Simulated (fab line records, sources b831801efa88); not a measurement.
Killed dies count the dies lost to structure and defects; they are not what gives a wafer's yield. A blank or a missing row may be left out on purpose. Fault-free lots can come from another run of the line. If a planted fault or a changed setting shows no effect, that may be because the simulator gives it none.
Chamber matching -- flow sky130 -- rieDiel-03 running SKY_POLY_GATE_ETCH_16: 4 sister chambers
The step etches Si3N4 in CH3F/O2, stops on poly-Si, time 147.5 s, target depth 75 nm. 14 wafers are shown with their chamber, then 7 later ones without.

== WAFERS WITH THEIR CHAMBER ==
wafer,chamber,drypumpMotorCurrentA (A),throttleValvePct (%),oesProductAu (a.u.)
L120.2,3,6.6,10.544,0.636
L120.4,2,5.8,10.533,0.632
L120.6,2,5.8,10.531,0.641
L121.1,0,6.3,10.537,0.638
L121.4,2,5.7,10.545,0.643
L121.5,0,6.3,10.533,0.648
L124.2,3,6.6,10.544,0.638
L124.3,2,5.7,10.526,0.635
L124.4,1,4.9,10.523,0.646
L133.4,1,4.9,10.537,0.643
L133.5,0,6.3,10.545,0.642
L133.6,3,6.6,10.543,0.649
L135.2,3,6.6,10.546,0.644
L135.3,1,4.9,10.536,0.639

SIGNATURES, as means of the wafers listed above
reading,chamber 0,chamber 1,chamber 2,chamber 3,scatter within a chamber
drypumpMotorCurrentA,6.300,4.900,5.750,6.600,0.0316
throttleValvePct,10.53833,10.53200,10.53375,10.54425,0.00629
oesProductAu,0.64267,0.64267,0.63775,0.64175,0.00509
Rule: for a wafer and a chamber, the distance is found by dividing, reading by reading, the gap between the wafer's reading and the chamber's mean by the reading's scatter, squaring, summing and taking the root. If the next closest chamber is less than 2 further off than the closest, the wafer can't be placed; otherwise it belongs to the closest. The scatter: take each reading less its chamber's mean, square it, sum over the shown wafers, divide by the number of wafers less the number of chambers, and take the root.

== WAFERS WHOSE CHAMBER IS MISSING ==
wafer,drypumpMotorCurrentA (A),throttleValvePct (%),oesProductAu (a.u.)
L135.4,5.8,10.539,0.641
L140.1,6.3,10.532,0.635
L140.2,5.7,10.548,0.642
L140.3,6.6,10.525,0.632
L142.2,4.9,10.523,0.646
L142.4,5.7,10.511,0.643
L142.6,5.8,10.521,0.640

== CHAMBER TAKEN BY EACH ==
wafer,from the rows above,in truth
L135.4,2,2
L140.1,0,0
L140.2,2,2
L140.3,3,3
L142.2,1,1
L142.4,2,2
L142.6,2,2
Correctly placed: 7 of 7. From these rows, 0 cannot be placed. Placed wrongly: 0.
